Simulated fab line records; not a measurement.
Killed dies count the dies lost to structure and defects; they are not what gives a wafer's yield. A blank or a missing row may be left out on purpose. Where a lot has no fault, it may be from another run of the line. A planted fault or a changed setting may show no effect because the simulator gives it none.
fab line records	flow gf180mcu
record: lots: 5	wafers: 23
route steps=602 shown V3@431 M4@458 V4@476 MIM@512 M5@531
start_h: hours from the record's first day to the start of the lot's first wafer shown	wait_h: time in hours since the lot's previous step	" same as the row above	L1.1+2: several wafers, shown together as one row	- no value present, or no start provided	* or withheld: withheld	< > ~ a bound
route shown NAME@n: a module of which the file shows steps, and the number in the route of the first	usual: mean/standard deviation taken from wafers without a fault	same: alike in all rows	chamber/n: place in a boat	sites: readings site by site	_std_site: standard deviation of those values	_edge_site: outer sites' mean less inner sites'	radius_mm: how far each site lies from the wafer's centre	mask NAME#n: copy n	behind: the tool/chamber that last shaped the wafer	hold: why the lot was held/for how many hours/how that ended	device: the transistor (n, p or np) that didn't switch	end of line: tests run on the same wafers once the route is complete	a step given without rows: its recipe and nothing more	killed: not the wafer's yield, but the dies lost to structure and defects at the first sort	map: a wafer's dies, marking killed ones x, the rest . and places with no die _
set.NAME: the setting as run; set.NAME@STEP: as run at that earlier step	model.NAME: the simulator's own value behind a step, which no gauge read
lots run with intentionally changed settings; tables by step, rows by wafer
== steps ==
step: GF_V3_CVD_02
recipe: material: SiO2	target_thk_nm: 850	precursor: TEOS	temp_c: 400	time_s: 94.851	rf_w: 600
lot.wafer	tool	chamber	start_h	wait_h	set.time_s	model.SiO2_of_V3_CVD_02.thk_nm
L076.3	pecvd-03	1	501.67	0.0	94.851	843.1
L076.4	"	0	"	"	94.851	850.6
L076.5	"	2	"	"	94.851	848.4
L078.1	pecvd-03	1	523.70	0.1	104.9	925.7
L078.2	"	2	"	"	104.9	925
L078.4	"	1	"	"	94.851	833
L078.5	"	2	"	"	94.851	845.7
L078.6	"	0	"	"	94.851	847.1
L079.1	pecvd-02	2	533.40	0.1	94.851	832.5
L079.2	"	1	"	"	94.851	831.8
L079.3	"	0	"	"	94.851	825.1
L079.5	"	0	"	"	101.5	890.6
L079.6	"	1	"	"	101.5	902.2
L082.1	pecvd-02	1	556.04	0.1	94.851	842.8
L082.2	"	0	"	"	94.851	841.5
L082.3	"	2	"	"	94.851	839.8
L082.5	"	1	"	"	94.851	849.5
L082.6	"	0	"	"	94.851	851.9
L083.1	pecvd-03	1	568.24	0.1	94.851	834.5
L083.2	"	2	"	"	94.851	833.3
L083.3	"	0	"	"	94.851	845.3
L083.4	"	0	"	"	94.851	856.6
L083.5	"	1	"	"	94.851	854
step: GF_V3_THK_MEAS_03
recipe: reads: SiO2_of_V3_CVD_02
usual: V3_CVD_02_THK: 846/11
lot.wafer	tool	chamber	start_h	wait_h	set.time_s@V3_CVD_02	V3_CVD_02_THK[nm]
L076.3	film_metro-01	-	501.76	0.1	94.851	844
L076.4	"	-	"	"	94.851	849
L076.5	"	-	"	"	94.851	848
L078.1	film_metro-04	-	523.77	0.0	104.9	926
L078.2	"	-	"	"	104.9	925
L078.4	"	-	"	"	94.851	834
L078.5	"	-	"	"	94.851	845
L078.6	"	-	"	"	94.851	847
L079.1	film_metro-04	-	533.47	0.0	94.851	832
L079.2	"	-	"	"	94.851	832
L079.3	"	-	"	"	94.851	825
L079.5	"	-	"	"	101.5	891
L079.6	"	-	"	"	101.5	903
L082.1	film_metro-01	-	556.11	0.0	94.851	843
L082.2	"	-	"	"	94.851	841
L082.3	"	-	"	"	94.851	840
L082.5	"	-	"	"	94.851	850
L082.6	"	-	"	"	94.851	852
L083.1	film_metro-03	-	568.31	0.0	94.851	835
L083.2	"	-	"	"	94.851	834
L083.3	"	-	"	"	94.851	845
L083.4	"	-	"	"	94.851	857
L083.5	"	-	"	"	94.851	854
step: GF_V3_CMP_04
recipe: material: SiO2	down_force_psi: 4	platen_rpm: 60	pad_velocity_m_s: 0.94248
usual: time_to_endpoint_s: 81/4.7
lot.wafer	tool	chamber	start_h	wait_h	set.time_s@V3_CVD_02	time_to_endpoint_s
L076.4	cmp-01	2	501.85	0.1	94.851	74
L076.3	"	0	"	"	94.851	81
L076.5	"	1	"	"	94.851	76
L078.2	cmp-02	2	523.83	0.0	104.9	117
L078.1	"	3	"	"	104.9	114
L078.4	"	1	"	"	94.851	80
L078.6	"	2	"	"	94.851	86
L078.5	"	3	"	"	94.851	84
L079.1	cmp-02	3	533.53	0.1	94.851	78
L079.2	"	1	"	"	94.851	76
L079.3	"	2	"	"	94.851	74
L079.5	"	3	"	"	101.5	99
L079.6	"	0	"	"	101.5	95
L082.3	cmp-01	2	556.17	0.0	94.851	75
L082.1	"	3	"	"	94.851	81
L082.2	"	1	"	"	94.851	79
L082.6	"	2	"	"	94.851	78
L082.5	"	3	"	"	94.851	81
L083.4	cmp-01	1	568.37	0.0	94.851	87
L083.1	"	2	"	"	94.851	75
L083.3	"	3	"	"	94.851	81
L083.2	"	0	"	"	94.851	82
L083.5	"	2	"	"	94.851	81
step: GF_V3_PEB_12
recipe: peb_temp_c: 135	peb_time_s: 90	resist: KrF
lot.wafer	tool	chamber	start_h	wait_h	set.peb_temp_c
L076.3+4+5	litho_track-02	0	-	-	135
L078.1+4+5	litho_track-03	0	-	-	135
L078.2+6	"	0	"	"	136.1
L079.1+3+6	litho_track-01	0	-	-	137.3
L079.2+5	"	0	"	"	135
L082.1+2+3+5+6	litho_track-01	0	-	-	135
L083.1+2+4	litho_track-01	0	-	-	137.7
L083.3+5	"	0	"	"	135
step: GF_V3_DEVELOP_13
recipe: develop_time_s: 60	resist: KrF	dev_temp_c: 21
step: GF_V3_CD_MEAS_14
recipe: target_cd_nm: 260
usual: cd_nm: 260.5/1.2
lot.wafer	tool	chamber	start_h	wait_h	set.peb_temp_c@V3_PEB_12	cd_nm
L076.3	cd_sem-01	-	525.01	0.1	135	260.4
L076.4	"	-	"	"	135	261.3
L076.5	"	-	"	"	135	261.6
L078.1	cd_sem-01	-	546.89	0.1	135	261.0
L078.2	"	-	"	"	136.1	265.6
L078.4	"	-	"	"	135	262.3
L078.5	"	-	"	"	135	261.7
L078.6	"	-	"	"	136.1	264.5
L079.1	cd_sem-01	-	556.34	0.1	137.3	267.3
L079.2	"	-	"	"	135	260.6
L079.3	"	-	"	"	137.3	265.9
L079.5	"	-	"	"	135	260.2
L079.6	"	-	"	"	137.3	265.9
L082.1	cd_sem-02	-	578.74	0.1	135	259.8
L082.2	"	-	"	"	135	262.5
L082.3	"	-	"	"	135	260.7
L082.5	"	-	"	"	135	261.1
L082.6	"	-	"	"	135	262.7
L083.1	cd_sem-01	-	590.69	0.1	137.7	265.2
L083.2	"	-	"	"	137.7	265.3
L083.3	"	-	"	"	135	259.4
L083.4	"	-	"	"	137.7	265.1
L083.5	"	-	"	"	135	258.0
step: GF_V3_ETCH_16
recipe: chemistry: N2/H2	target_depth_a: withheld	overetch_a: withheld	time_s: withheld	target: BARC	ion_energy_ev: 200	source_w: 500	bias_w: 100	pressure_mtorr: 30	n2_flow_sccm: 100	h2_flow_sccm: 200
lot.wafer	tool	chamber	start_h	wait_h	set.ion_energy_ev	set.peb_temp_c@V3_PEB_12	model.V3.cd_nm
L076.3+4	rie_diel-04	1,2	525.12	0.0	200	135	260.8
L076.5	"	0	"	"	200	135	260.9
L078.1	rie_diel-01	1	547.05	0.0	200	135	261.6
L078.2	"	2	"	"	200	136.1	265
L078.4	"	3	"	"	200	135	261.2
L078.5	"	0	"	"	200	135	261.3
L078.6	"	1	"	"	200	136.1	264.5
L079.1+6	rie_diel-03	0,2	556.49	0.0	216.2	137.3	266.9
L079.2	"	2	"	"	200	135	260.8
L079.3	"	3	"	"	200	137.3	264.8
L079.5	"	3	"	"	200	135	259.6
L082.1	rie_diel-03	3	578.89	0.0	209.9	135	259.6
L082.2	"	2	"	"	209.9	135	262.3
L082.3	"	0	"	"	200	135	260.9
L082.5	"	1	"	"	209.9	135	260.6
L082.6	"	0	"	"	200	135	262.4
L083.1	rie_diel-03	1	590.84	0.0	200	137.7	264.6
L083.2	"	0	"	"	200	137.7	264.7
L083.3	"	3	"	"	200	135	259.4
L083.4	"	3	"	"	192	137.7	264.7
L083.5	"	1	"	"	192	135	257.5
step: GF_M4_SPUTTER_02
recipe: material: AlCu	target_thk_nm: 450	power_w: 10600	time_s: 23.9	chamber_pressure_pa: 0.4
lot.wafer	tool	chamber	start_h	wait_h	set.power_w	model.AlCu_of_M4_SPUTTER_02.thk_nm
L076.3	pvd_sputter-04	-	526.62	0.0	10600	454.4
L076.4	"	-	"	"	10600	455
L076.5	"	-	"	"	10600	458.5
L078.1	pvd_sputter-01	-	548.53	0.0	9507	399.9
L078.2	"	-	"	"	10600	449.5
L078.4	"	-	"	"	10600	444.7
L078.5	"	-	"	"	9507	399
L078.6	"	-	"	"	10600	443
L079.1	pvd_sputter-01	-	557.98	0.0	9345	388
L079.2	"	-	"	"	10600	444.9
L079.3	"	-	"	"	10600	438.9
L079.5	"	-	"	"	9345	387
L079.6	"	-	"	"	10600	446.2
L082.1	pvd_sputter-04	-	580.39	0.0	9647	410.8
L082.2	"	-	"	"	10600	452.9
L082.3	"	-	"	"	10600	451.1
L082.5	"	-	"	"	9647	409.4
L082.6	"	-	"	"	9647	408.8
L083.1	pvd_sputter-01	-	592.33	0.0	10970	464.4
L083.2	"	-	"	"	10600	451.2
L083.3	"	-	"	"	10970	465.2
L083.4	"	-	"	"	10600	449.6
L083.5	"	-	"	"	10600	451.6
step: GF_M4_SPUTTER_03
recipe: material: Ti	target_thk_nm: 10	substrate_temp_c: 300	chamber_pressure_pa: 0.3058	power_w: 3000	time_s: 6.7
step: GF_M4_SPUTTER_04
recipe: material: TiN	target_thk_nm: 50	power_w: 6500	time_s: 41.7	chamber_pressure_pa: 0.4
step: GF_M4_RS_MEAS_05
recipe: thk_meas_gauge: four-point-probe	reads: TiN_of_M4_SPUTTER_04+Ti_of_M4_SPUTTER_03+AlCu_of_M4_SPUTTER_02+TiN_of_M4_SPUTTER_01+Ti_of_M4_SPUTTER_00
usual: M4_ALCU_RS: 0.0696/0.00075
lot.wafer	tool	chamber	start_h	wait_h	set.power_w@M4_SPUTTER_02	M4_ALCU_RS[ohm/sq]
L076.3	film_metro-01	-	526.75	0.1	10600	0.0688
L076.4	"	-	"	"	10600	0.0689
L076.5	"	-	"	"	10600	0.0684
L078.1	film_metro-02	-	548.62	0.0	9507	0.0783
L078.2	"	-	"	"	10600	0.0696
L078.4	"	-	"	"	10600	0.0705
L078.5	"	-	"	"	9507	0.0785
L078.6	"	-	"	"	10600	0.0707
L079.1	film_metro-02	-	558.07	0.0	9345	0.0806
L079.2	"	-	"	"	10600	0.0703
L079.3	"	-	"	"	10600	0.0712
L079.5	"	-	"	"	9345	0.0811
L079.6	"	-	"	"	10600	0.0700
L082.1	film_metro-03	-	580.48	0.0	9647	0.0762
L082.2	"	-	"	"	10600	0.0691
L082.3	"	-	"	"	10600	0.0693
L082.5	"	-	"	"	9647	0.0764
L082.6	"	-	"	"	9647	0.0766
L083.1	film_metro-01	-	592.42	0.0	10970	0.0675
L083.2	"	-	"	"	10600	0.0696
L083.3	"	-	"	"	10970	0.0674
L083.4	"	-	"	"	10600	0.0696
L083.5	"	-	"	"	10600	0.0693
step: GF_M4_THK_MEAS_06
recipe: thk_meas_gauge: xrf	reads: AlCu_of_M4_SPUTTER_02
usual: M4_ALCU_THK: 440/5.4
lot.wafer	tool	chamber	start_h	wait_h	set.power_w@M4_SPUTTER_02	M4_ALCU_THK[nm]
L076.3	film_metro-01	-	526.85	0.1	10600	446
L076.4	"	-	"	"	10600	449
L076.5	"	-	"	"	10600	452
L078.1	film_metro-02	-	548.74	0.1	9507	391
L078.2	"	-	"	"	10600	442
L078.4	"	-	"	"	10600	436
L078.5	"	-	"	"	9507	391
L078.6	"	-	"	"	10600	434
L079.1	film_metro-02	-	558.19	0.1	9345	377
L079.2	"	-	"	"	10600	435
L079.3	"	-	"	"	10600	428
L079.5	"	-	"	"	9345	374
L079.6	"	-	"	"	10600	435
L082.1	film_metro-03	-	580.60	0.1	9647	403
L082.2	"	-	"	"	10600	443
L082.3	"	-	"	"	10600	443
L082.5	"	-	"	"	9647	401
L082.6	"	-	"	"	9647	402
L083.1	film_metro-01	-	592.54	0.1	10970	454
L083.2	"	-	"	"	10600	442
L083.3	"	-	"	"	10970	454
L083.4	"	-	"	"	10600	442
L083.5	"	-	"	"	10600	443
step: GF_M4_DEVELOP_13
recipe: develop_time_s: 60	dev_temp_c: 21
lot.wafer	tool	chamber	start_h	wait_h	set.dev_temp_c
L076.3+4+5	litho_track-01	0	548.94	0.1	21
L078.1+2+4	litho_track-01	0	570.89	0.2	19.78
L078.5+6	"	0	"	"	21
L079.1+2+5	litho_track-04	0	579.61	0.2	17.7
L079.3+6	"	0	"	"	21
L082.1+3	litho_track-02	0	601.67	0.2	17.47
L082.2+5+6	"	0	"	"	21
L083.1+5	litho_track-01	0	612.69	0.2	19.25
L083.2+3+4	"	0	"	"	21
step: GF_M4_METAL_ETCH_16
recipe: chemistry: Cl2/BCl3	mask_material: KrF	target_depth_nm: 627.5	stop_on: SiO2	pressure_mtorr: 8	icp_w: 800	bias_w: 140	Cl2_flow_sccm: 80	bcl3_flow_sccm: 40	time_s: 104.6
usual: oes_product_au: 0.971/0.0065
lot.wafer	tool	chamber	start_h	wait_h	set.power_w@M4_SPUTTER_02	oes_product_au
L076.3	rie_metal-03	0	549.23	0.1	10600	0.979
L076.4	"	1	"	"	10600	0.974
L076.5	"	1	"	"	10600	0.976
L078.1	rie_metal-02	0	571.19	0.0	9507	0.916
L078.2	"	1	"	"	10600	0.972
L078.4	"	1	"	"	10600	0.960
L078.5	"	0	"	"	9507	0.922
L078.6	"	1	"	"	10600	0.966
L079.1	rie_metal-01	1	579.91	0.0	9345	0.911
L079.2	"	0	"	"	10600	0.969
L079.3	"	0	"	"	10600	0.963
L079.5	"	0	"	"	9345	0.921
L079.6	"	1	"	"	10600	0.960
L082.1	rie_metal-02	1	601.97	0.0	9647	0.937
L082.2	"	0	"	"	10600	0.976
L082.3	"	1	"	"	10600	0.977
L082.5	"	1	"	"	9647	0.932
L082.6	"	0	"	"	9647	0.934
L083.1	rie_metal-03	1	612.99	0.0	10970	0.974
L083.2	"	0	"	"	10600	0.970
L083.3	"	0	"	"	10970	0.991
L083.4	"	1	"	"	10600	0.966
L083.5	"	1	"	"	10600	0.970
step: GF_V4_CVD_00
recipe: material: SiO2	target_thk_nm: 600	sigma_open_frac: 0.3	temp_c: 400	time_s: 100	sih4_flow_sccm: 60	pressure_mtorr: 6
lot.wafer	tool	chamber	start_h	wait_h	set.sih4_flow_sccm	model.SiO2_of_V4_CVD_00.thk_nm
L076.3	hdpcvd-02	2	549.85	0.0	60	605.4
L076.4	"	0	"	"	60	597.5
L076.5	"	2	"	"	60	602
L078.1	hdpcvd-02	1	571.88	0.0	55.96	551
L078.2	"	0	"	"	60	589.4
L078.4	"	0	"	"	60	590
L078.5	"	1	"	"	60	590.8
L078.6	"	2	"	"	55.96	563.3
L079.1	hdpcvd-01	1	580.56	0.0	60	593.9
L079.2	"	2	"	"	60	593.4
L079.3	"	0	"	"	60	593
L079.5	"	0	"	"	60	595
L079.6	"	2	"	"	60	594.4
L082.1	hdpcvd-02	0	602.62	0.0	60	614.8
L082.2	"	2	"	"	60	614
L082.3	"	1	"	"	60	604.8
L082.5	"	2	"	"	60	612.9
L082.6	"	0	"	"	60	602.1
L083.1	hdpcvd-01	0	613.73	0.0	60	599.3
L083.2	"	1	"	"	60	601.3
L083.3	"	2	"	"	68.44	686.2
L083.4	"	2	"	"	60	606.2
L083.5	"	0	"	"	68.44	687.2
step: GF_V4_THK_MEAS_01
recipe: reads: SiO2_of_V4_CVD_00
usual: V4_CVD_00_THK: 600/6.3
lot.wafer	tool	chamber	start_h	wait_h	set.sih4_flow_sccm@V4_CVD_00	V4_CVD_00_THK[nm]
L076.3	film_metro-04	-	549.94	0.1	60	605
L076.4	"	-	"	"	60	598
L076.5	"	-	"	"	60	602
L078.1	film_metro-03	-	571.95	0.0	55.96	551
L078.2	"	-	"	"	60	589
L078.4	"	-	"	"	60	590
L078.5	"	-	"	"	60	591
L078.6	"	-	"	"	55.96	563
L079.1	film_metro-04	-	580.63	0.0	60	593
L079.2	"	-	"	"	60	594
L079.3	"	-	"	"	60	592
L079.5	"	-	"	"	60	596
L079.6	"	-	"	"	60	595
L082.1	film_metro-03	-	602.69	0.0	60	615
L082.2	"	-	"	"	60	614
L082.3	"	-	"	"	60	605
L082.5	"	-	"	"	60	613
L082.6	"	-	"	"	60	602
L083.1	film_metro-03	-	613.80	0.0	60	600
L083.2	"	-	"	"	60	601
L083.3	"	-	"	"	68.44	686
L083.4	"	-	"	"	60	606
L083.5	"	-	"	"	68.44	688
step: GF_MIM_SPUTTER_09
recipe: material: TiN	target_thk_nm: 35	power_w: 6500	time_s: 29.2	chamber_pressure_pa: 0.4
lot.wafer	tool	chamber	start_h	wait_h	set.power_w	model.TiN_of_MIM_SPUTTER_09.thk_nm
L076.3	pvd_sputter-03	-	575.21	0.0	6500	34.78
L076.4	"	-	"	"	6500	35.35
L076.5	"	-	"	"	6500	34.97
L078.1	pvd_sputter-04	-	597.08	0.0	6500	34.66
L078.2	"	-	"	"	6500	35.01
L078.4	"	-	"	"	6500	35.15
L078.5	"	-	"	"	6500	35.22
L078.6	"	-	"	"	6500	35.18
L079.1	pvd_sputter-03	-	604.43	0.0	6500	35.67
L079.2	"	-	"	"	6909	37.54
L079.3	"	-	"	"	6500	35.78
L079.5	"	-	"	"	6500	36.02
L079.6	"	-	"	"	6909	37.51
L082.1	pvd_sputter-03	-	625.07	0.0	6500	35.03
L082.2	"	-	"	"	6500	35.15
L082.3	"	-	"	"	6500	34.8
L082.5	"	-	"	"	6500	34.55
L082.6	"	-	"	"	6500	34.89
L083.1+4	pvd_sputter-03	-	636.43	0.0	6500	35.32
L083.2	"	-	"	"	6127	33.39
L083.3	"	-	"	"	6500	34.82
L083.5	"	-	"	"	6127	33.15
step: GF_MIM_EXPOSE_16
recipe: mask_id: FuseTop	target_cd_nm: 2000	na: 0.6	source_shape: conventional	sigma_outer: 0.6	dose_mj: 140
lot.wafer	tool	chamber	start_h	wait_h	mask	set.dose_mj
L076.3+4+5	iline_stepper-01	0	-	-	FuseTop#0	140
L078.1+4	iline_stepper-02	0	-	-	FuseTop#0	140
L078.2+5+6	"	0	"	"	FuseTop#0	137
L079.1+2+3+5+6	iline_stepper-01	0	-	-	FuseTop#0	140
L082.1+2+3+5+6	iline_stepper-01	0	-	-	FuseTop#0	140
L083.1+3	iline_stepper-02	0	-	-	FuseTop#0	133.7
L083.2+4+5	"	0	"	"	FuseTop#0	140
step: GF_MIM_PEB_17
recipe: temp_c: withheld	time_s: *	resist: NOVOLAK
step: GF_MIM_DEVELOP_18
recipe: develop_time_s: 60	dev_temp_c: 23
step: GF_MIM_METAL_ETCH_19
recipe: chemistry: Cl2/BCl3	mask_material: NOVOLAK	stop_on: Si3N4	target_depth_nm: 324.5	pressure_mtorr: 8	icp_w: 800	bias_w: 140	Cl2_flow_sccm: 80	bcl3_flow_sccm: 40	time_s: 54.1
lot.wafer	tool	chamber	start_h	wait_h	set.dose_mj@MIM_EXPOSE_16	model.MIM.cd_nm
L076.3	rie_metal-02	0	597.21	0.1	140	2002
L076.4	"	1	"	"	140	2000
L076.5	"	0	"	"	140	2006
L078.1	rie_metal-02	0	617.86	0.1	140	1996
L078.2	"	1	"	"	137	2001
L078.4	"	1	"	"	140	1992
L078.5	"	0	"	"	137	2004
L078.6	"	1	"	"	137	2006
L079.1+5	rie_metal-02	0	624.37	0.1	140	2003
L079.2	"	1	"	"	140	2001
L079.3+6	"	1	"	"	140	2000
L082.1	rie_metal-02	1	645.20	0.1	140	1998
L082.2	"	0	"	"	140	2003
L082.3	"	1	"	"	140	1999
L082.5+6	"	0,1	"	"	140	2000
L083.1	rie_metal-01	1	655.20	0.1	133.7	2018
L083.2	"	0	"	"	140	2007
L083.3	"	1	"	"	133.7	2017
L083.4	"	0	"	"	140	2005
L083.5	"	0	"	"	140	2006
step: GF_M5_PEB_05
recipe: peb_temp_c: 135	peb_time_s: 90	resist: KrF
lot.wafer	tool	chamber	start_h	wait_h	set.peb_temp_c
L076.3+4+5	litho_track-01	0	-	-	135
L078.1+4+6	litho_track-01	0	-	-	132.4
L078.2+5	"	0	"	"	135
L079.1+2+3+5+6	litho_track-01	0	-	-	135
L082.1+5	litho_track-03	0	-	-	136.7
L082.2+3+6	"	0	"	"	135
L083.1+2+3+4+5	litho_track-02	0	-	-	135
== key ==
split: step: GF_V3_CVD_02	setting: time_s	stated: 94.851	by: wafer
response: step: GF_V3_CVD_02	reading: model.SiO2_of_V3_CVD_02.thk_nm	change: +8.37	per: 1%	r: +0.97
response: step: GF_V3_THK_MEAS_03	reading: V3_CVD_02_THK	change: +8.38	per: 1%	r: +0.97
response: step: GF_V3_CMP_04	reading: time_to_endpoint_s	change: *	per: 1%	r: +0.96
split: step: GF_V3_PEB_12	setting: peb_temp_c	stated: 135	by: wafer
response: step: GF_V3_CD_MEAS_14	reading: cd_nm	change: +3.42	per: 1%	r: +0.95
response: step: GF_V3_ETCH_16	reading: model.V3.cd_nm	change: +3.36	per: 1%	r: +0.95
split: step: GF_V3_ETCH_16	setting: ion_energy_ev	stated: 200	by: wafer
response none clear
split: step: GF_M4_SPUTTER_02	setting: power_w	stated: 10600	by: wafer
response: step: GF_M4_SPUTTER_02	reading: model.AlCu_of_M4_SPUTTER_02.thk_nm	change: +4.62	per: 1%	r: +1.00
response: step: GF_M4_RS_MEAS_05	reading: M4_ALCU_RS	change: -0.00082	per: 1%	r: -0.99
response: step: GF_M4_THK_MEAS_06	reading: M4_ALCU_THK	change: +4.64	per: 1%	r: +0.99
response: step: GF_M4_METAL_ETCH_16	reading: oes_product_au	change: +0.00433	per: 1%	r: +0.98
split: step: GF_M4_DEVELOP_13	setting: dev_temp_c	stated: 21	by: wafer
response none clear
split: step: GF_V4_CVD_00	setting: sih4_flow_sccm	stated: 60	by: wafer
response: step: GF_V4_CVD_00	reading: model.SiO2_of_V4_CVD_00.thk_nm	change: +5.79	per: 1%	r: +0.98
response: step: GF_V4_THK_MEAS_01	reading: V4_CVD_00_THK	change: +5.8	per: 1%	r: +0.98
split: step: GF_MIM_SPUTTER_09	setting: power_w	stated: 6500	by: wafer
response: step: GF_MIM_SPUTTER_09	reading: model.TiN_of_MIM_SPUTTER_09.thk_nm	change: +0.297	per: 1%	r: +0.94
split: step: GF_MIM_EXPOSE_16	setting: dose_mj	stated: 140	by: wafer
response: step: GF_MIM_METAL_ETCH_19	reading: model.MIM.cd_nm	change: -2.94	per: 1%	r: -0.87
split: step: GF_M5_PEB_05	setting: peb_temp_c	stated: 135	by: wafer
response none in this file
